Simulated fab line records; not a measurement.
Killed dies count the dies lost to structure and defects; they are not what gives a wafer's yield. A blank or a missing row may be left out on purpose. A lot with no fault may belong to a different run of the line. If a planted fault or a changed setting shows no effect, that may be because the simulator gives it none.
Check for tools in common ; flow sky130 ; 10 lots and 30 wafers in the sample

== WHAT PROMPTED THE OPENING ==
Of 10 lots, 1 have the reading CAP2M_TIN_RS flagged at SKY_CAP2M_RS_MEAS_03. Wafers without a fault read 6.92 ohm/sq, standard deviation 0.084.
Rule: a lot is flagged in two cases, either no wafer of it has a number, or all its wafers with numbers fall more than 4 standard deviations from that mean. The other lots count as sound.

lot;measured;on;CAP2M_TIN_RS (ohm/sq), wafer by wafer;flag
L234;day 40 03:19;film metro-02;6.86 6.78 6.77;
L235;day 40 11:33;film metro-02;6.81 6.88 6.84;
L236;day 40 12:47;film metro-03;6.80 6.90 6.80;
L238;day 41 15:27;film metro-03;7.03 7.10 7.10;
L239;day 42 00:11;film metro-03;6.77 6.76 6.79;
L247;day 43 17:27;film metro-04;6.89 6.94 6.95;
L248;day 44 09:46;film metro-04;7.01 7.00 6.94;
L249;day 44 14:03;film metro-02;6.97 7.05 6.99;
L251;day 44 22:50;film metro-02;7.02 7.14 6.99;
L255;day 45 20:17;film metro-03;6.51 6.51 6.53;FLAGGED
On average the flagged lots' numbers are 6.52 ohm/sq, which is -0.40 ohm/sq against the usual, or -5 standard deviations.

== TOOL THAT RAN EACH LOT ==
Before the reading, the record contains 2 process steps out of a 708-step route. Cell contents, in order: the tool; ch with the chambers the sampled wafers went through; the start.
lot;flag;SKY_LOCAL_INTERCONNECT_ETCH_13;SKY_CAP2M_SPUTTER_02
L234;;rie metal-02 ch 0, day 30 20:04;pvd sputter-01, day 40 03:13
L235;;rie metal-02 ch 0,1, day 31 03:58;pvd sputter-02, day 40 11:26
L236;;rie metal-02 ch 0,1, day 31 07:25;pvd sputter-01, day 40 12:40
L238;;rie metal-03 ch 0,1, day 32 10:38;pvd sputter-02, day 41 15:20
L239;;rie metal-02 ch 0,1, day 32 21:17;pvd sputter-01, day 42 00:05
L247;;rie metal-04 ch 0,1, day 34 21:41;pvd sputter-01, day 43 17:20
L248;;rie metal-04 ch 0,1, day 35 13:10;pvd sputter-01, day 44 09:40
L249;;rie metal-03 ch 1, day 35 18:31;pvd sputter-02, day 44 13:55
L251;;rie metal-04 ch 0,1, day 36 08:17;pvd sputter-02, day 44 22:40
L255;FLAGGED;rie metal-04 ch 0,1, day 37 06:37;pvd sputter-01, day 45 20:10
What the steps here do:
- SKY_LOCAL_INTERCONNECT_ETCH_13: etches BARC in N2/H2, stops on SiO2, time 45.9 s, target depth 60 nm.
- SKY_CAP2M_SPUTTER_02: material TiN, target thk 200 nm, time 166.7 s.
- SKY_CAP2M_RS_MEAS_03: measures by four-point-probe.

== FLAGGED OVER TOTAL, TOOL BY TOOL (the gauges that took the reading come last) ==
step;tool;lots run;flagged;share of the flagged lots;sound lots run after its first flagged lot
SKY_LOCAL_INTERCONNECT_ETCH_13;rie metal-02;4;0;none;-
SKY_LOCAL_INTERCONNECT_ETCH_13;rie metal-03;2;0;none;-
SKY_LOCAL_INTERCONNECT_ETCH_13;rie metal-04;4;1;all;0
SKY_CAP2M_SPUTTER_02;pvd sputter-01;6;1;all;0
SKY_CAP2M_SPUTTER_02;pvd sputter-02;4;0;none;-
SKY_CAP2M_RS_MEAS_03;film metro-02;4;0;none;-
SKY_CAP2M_RS_MEAS_03;film metro-03;4;1;all;0
SKY_CAP2M_RS_MEAS_03;film metro-04;2;0;none;-

== WHAT IS ALLOWED BY THE TABLE ==
All flagged lots were run by 3 table rows, namely rie metal-04 at SKY_LOCAL_INTERCONNECT_ETCH_13, pvd sputter-01 at SKY_CAP2M_SPUTTER_02, film metro-03 at SKY_CAP2M_RS_MEAS_03.
- rie metal-04 at SKY_LOCAL_INTERCONNECT_ETCH_13: 1 of its 4 lots flagged. A fault beginning between L251 (day 36 08:17), its last sound lot, and L255 (day 37 06:37), its first flagged one, fits the data.
- pvd sputter-01 at SKY_CAP2M_SPUTTER_02: 1 of its 6 lots flagged. A fault beginning between L248 (day 44 09:40), its last sound lot, and L255 (day 45 20:10), its first flagged one, fits the data.
- film metro-03 at SKY_CAP2M_RS_MEAS_03: 1 of its 4 lots flagged. A fault beginning between L239 (day 42 00:11), its last sound lot, and L255 (day 45 20:17), its first flagged one, fits the data.
These 3 tools cannot be told apart by counting lots, since each of them fits a fault that started at some hour. More lots, or a look at what each step does to the wafer, might.

== WHAT WAS PUT IN BY THE SIMULATOR ==
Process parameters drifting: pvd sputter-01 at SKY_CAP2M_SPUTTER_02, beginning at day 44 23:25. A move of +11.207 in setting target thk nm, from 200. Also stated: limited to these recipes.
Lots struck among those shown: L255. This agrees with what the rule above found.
